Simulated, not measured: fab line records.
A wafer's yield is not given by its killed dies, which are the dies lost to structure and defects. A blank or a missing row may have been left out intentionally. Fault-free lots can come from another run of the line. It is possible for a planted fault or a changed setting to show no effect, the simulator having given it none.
fab line records -- flow gf180mcu
record: lots: 7, wafers: 21, lastDay: 34
route steps=602 shown DNWELL@34 NWELL@42
lots untouched by any fault: they come from a run of this same line in which no faults occurred
startH: hours from the record's opening day to when the first of the lot's shown wafers began -- waitH: hours from the lot's prior step to this one -- " identical to the entry in the row above -- L1.1+2: a row that stands for several wafers -- - no value, or no start given -- * or withheld: withheld -- < > ~ a bound
route shown NAME@n: a module of which the file shows steps, and the number in the route of the first -- usual: the fault-free wafers' mean and standard deviation -- same: alike in all rows -- chamber/n: place in a boat -- sites: per-site readings -- _std_site: standard deviation of those values -- _edge_site: the outer-site mean with the inner-site mean subtracted -- radiusMm: for every site, how far away it sits from the centre of the wafer -- mask NAME#n: copy n -- behind: the most recent tool/chamber to have shaped the wafer -- hold: reason for holding the lot/hours on hold/outcome of the hold -- device: whichever transistor did not switch (one of n, p or np) -- end of line: the route-end tests of the same wafers -- a step given without rows: its recipe and nothing more -- killed: count of dies lost to structure and defects at first sort (not the wafer's yield) -- map: dies across one wafer; x = killed, . = not, _ = none there
set.NAME: the setting as run; set.NAME@STEP: as run at that earlier step -- model.NAME: the simulator's own value behind a step, which no gauge read
lots at some steps of the route; a table a step, a row a wafer
services: from which hour (startH, from the record's first day; less than 0 if before it) a tool's chamber was out of use, for how many hours, and why
== steps ==
step: GF_DNWELL_COAT_02
recipe: spinRpm: 2000, resistThkNm: 3000
step: GF_DNWELL_SOFTBAKE_03
recipe: tempC: 110, timeS: withheld
step: GF_DNWELL_EXPOSE_04
recipe: maskId: DNWELL, targetCdNm: 1700, na: 0.6, sourceShape: conventional, sigmaOuter: 0.6, doseMj: 260
step: GF_DNWELL_PEB_05
recipe: tempC: 115, timeS: withheld
step: GF_DNWELL_DEVELOP_06
recipe: wallAngleDeg: 90, developTimeS: 60, devTempC: 23
step: GF_DNWELL_IMPLANT_07
recipe: species: P, energyKev: 1500, doseCm2: 1e+13, tiltDeg: 0
step: GF_DNWELL_STRIP_08
recipe: chemistry: O2/N2, powerW: 1400, pressureMtorr: 1500, platenTempC: 247.7, o2FlowSccm: 3000, n2FlowSccm: 300, overashFraction: 0.5
usual: drypumpMotorCurrentA: 5.8/0.36, heaterPowerW: 316/34, oesProductAu: 0.702/0.0046, stripTimeToEndpointS: 38.62/0.1
lot.wafer,tool,chamber,startH,waitH,drypumpMotorCurrentA,heaterPowerW,oesProductAu,rfHoursCounterH,stripTimeToEndpointS
L157.1,plasmaAsher-03,1,48.32,0.1,5.4,287,0.706,43,38.56
L157.2,plasmaAsher-03,0,48.32,0.1,5.5,371,0.709,43,38.44
L157.3,plasmaAsher-03,1,48.32,0.1,5.4,290,0.696,-,38.58
L164.2,plasmaAsher-03,1,87.00,0.1,5.4,283,0.704,47,38.56
L164.5,plasmaAsher-03,0,87.00,0.1,5.5,375,0.706,-,38.67
L164.6,plasmaAsher-03,1,87.00,0.1,5.5,286,0.691,-,38.57
L165.1,plasmaAsher-02,1,95.96,0.1,6.0,345,0.700,42,38.47
L165.2,plasmaAsher-02,0,95.96,0.1,6.0,284,0.708,42,38.54
L165.5,plasmaAsher-02,0,95.96,0.1,6.0,279,0.705,-,38.50
L167.1,plasmaAsher-04,0,104.42,0.1,6.4,299,0.701,44,38.77
L167.2,plasmaAsher-04,1,104.42,0.1,5.4,314,0.704,44,38.79
L167.3,plasmaAsher-04,1,104.42,0.1,5.4,316,0.693,-,38.82
L168.1,plasmaAsher-02,1,110.15,0.1,6.0,344,0.701,44,38.55
L168.5,plasmaAsher-02,1,110.15,0.1,6.0,349,0.697,-,38.70
L168.6,plasmaAsher-02,0,110.15,0.1,6.0,278,0.702,-,38.78
L171.1,plasmaAsher-04,0,126.46,0.1,6.4,294,0.707,1,38.75
L171.4,plasmaAsher-04,1,126.46,0.1,5.5,311,0.707,-,38.79
L171.5,plasmaAsher-04,1,126.46,0.1,5.4,314,0.702,-,38.80
L179.2,plasmaAsher-03,0,164.82,0.1,5.5,378,0.707,56,38.72
L179.3,plasmaAsher-03,1,164.82,0.1,5.5,287,0.698,-,38.62
L179.6,plasmaAsher-03,1,164.82,0.1,5.4,288,0.701,-,38.71
step: GF_DNWELL_TW_MEAS_09
usual: DNWELL_TW: 1353/8.3
lot.wafer,tool,chamber,startH,waitH,DNWELL_TW
L157.1,filmMetro-02,-,48.42,0.1,1363
L157.2,filmMetro-02,-,48.42,0.1,1368
L157.3,filmMetro-02,-,48.42,0.1,1355
L164.2,filmMetro-03,-,87.11,0.1,1345
L164.5,filmMetro-03,-,87.11,0.1,1337
L164.6,filmMetro-03,-,87.11,0.1,1340
L165.1,filmMetro-03,-,96.06,0.1,1347
L165.2,filmMetro-03,-,96.06,0.1,1349
L165.5,filmMetro-03,-,96.06,0.1,1340
L167.1,filmMetro-03,-,104.52,0.1,1361
L167.2,filmMetro-03,-,104.52,0.1,1359
L167.3,filmMetro-03,-,104.52,0.1,1356
L168.1,filmMetro-03,-,110.25,0.1,1338
L168.5,filmMetro-03,-,110.25,0.1,1341
L168.6,filmMetro-03,-,110.25,0.1,1344
L171.1,filmMetro-01,-,126.56,0.1,1355
L171.4,filmMetro-01,-,126.56,0.1,1362
L171.5,filmMetro-01,-,126.56,0.1,1363
L179.2,filmMetro-01,-,164.93,0.1,1352
L179.3,filmMetro-01,-,164.93,0.1,1353
L179.6,filmMetro-01,-,164.93,0.1,1351
step: GF_NWELL_DEHYDRATE_00
recipe: tempC: 200, timeS: 60
step: GF_NWELL_HMDS_01
recipe: primeTimeS: 60, primeTempC: 120
step: GF_NWELL_COAT_02
recipe: spinRpm: 2000, resistThkNm: 3000
step: GF_NWELL_SOFTBAKE_03
recipe: tempC: 110, timeS: withheld
step: GF_NWELL_EXPOSE_04
recipe: maskId: Nwell, targetCdNm: 860, na: 0.6, sourceShape: conventional, sigmaOuter: 0.6, doseMj: 260
usual: exposureDoseMJCm2: 259.90/0.29, focusOffsetNm: 0.0/0.48
lot.wafer,tool,chamber,startH,waitH,mask,exposureDoseMJCm2,focusOffsetNm
L157.1,ilineStepper-02,0,55.22,-,Nwell#0,260.10,0.1
L157.2,ilineStepper-02,0,55.22,-,Nwell#0,260.30,-0.2
L157.3,ilineStepper-02,0,55.22,-,Nwell#0,260.05,0.6
L164.2,ilineStepper-01,-,93.74,-,Nwell#0,-,-
L164.5,ilineStepper-01,-,93.74,-,Nwell#0,-,-
L164.6,ilineStepper-01,-,93.74,-,Nwell#0,-,-
L165.1,ilineStepper-02,-,104.04,-,Nwell#0,-,-
L165.2,ilineStepper-02,-,104.04,-,Nwell#0,-,-
L165.5,ilineStepper-02,-,104.04,-,Nwell#0,-,-
L167.1,ilineStepper-02,-,111.30,-,Nwell#0,-,-
L167.2,ilineStepper-02,-,111.30,-,Nwell#0,-,-
L167.3,ilineStepper-02,-,111.30,-,Nwell#0,-,-
L168.1,ilineStepper-01,0,117.75,-,Nwell#0,259.79,0.1
L168.5,ilineStepper-01,0,117.75,-,Nwell#0,260.15,-0.2
L168.6,ilineStepper-01,0,117.75,-,Nwell#0,259.80,-0.7
L171.1,ilineStepper-02,0,134.30,-,Nwell#0,260.11,-0.7
L171.4,ilineStepper-02,0,134.30,-,Nwell#0,259.98,0.3
L171.5,ilineStepper-02,0,134.30,-,Nwell#0,260.33,0.2
L179.2,ilineStepper-02,0,173.34,-,Nwell#0,259.52,0.3
L179.3,ilineStepper-02,0,173.34,-,Nwell#0,259.60,-0.3
L179.6,ilineStepper-02,0,173.34,-,Nwell#0,259.32,-0.5
step: GF_NWELL_PEB_05
recipe: tempC: 115, timeS: withheld
== services ==
tool,chamber,startH,hours,kind
plasmaAsher-02,-,47.07,4.6,repair
ilineStepper-01,-,60.17,6.6,repair
ilineStepper-02,0,64.70,-,calibration
ilineStepper-01,-,108.31,1.7,pm
plasmaAsher-04,-,108.82,9.0,pm
plasmaAsher-04,0,108.82,9.0,ventCycle
plasmaAsher-04,1,108.82,9.0,ventCycle
ilineStepper-01,-,111.47,1.1,repair
plasmaAsher-04,0,117.82,-,clean
plasmaAsher-04,1,117.82,-,clean
ilineStepper-02,-,152.01,1.7,pm
plasmaAsher-04,-,164.67,1.5,repair
plasmaAsher-04,-,172.87,22.4,repair
== key ==
firstSign: step: GF_NWELL_EXPOSE_04, reading: toolRecord, direction: missing
effect none on later readings
metAt GF_NWELL_EXPOSE_04
struckWafers L164.2,L164.5,L164.6,L165.1,L165.2,L165.5,L167.1,L167.2,L167.3
sortLeftOut L164.2,L164.5,L164.6,L165.1,L165.2,L165.5,L167.1,L167.2,L167.3
testerLeftOut L164,L165,L167
onsetBetween 55.22 93.74
fault: kind: skippedStepWhole, tool: ilineStepper-01,ilineStepper-02, chamber: -, onsetH: 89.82, steps: GF_NWELL_EXPOSE_04, scope: struckLotsOnly
testerLeftOut: of these lots the tester's yield and bins aren't shown, on N5 and GAA mostly nor the transistor test; their killed dies are dies lost to structure and defects alone, not to doping, threshold or leakage, so they don't give the yield
sortLeftOut: the simulated sort isn't trusted on such a fault, so these wafers' sort isn't shown, and their yield isn't known
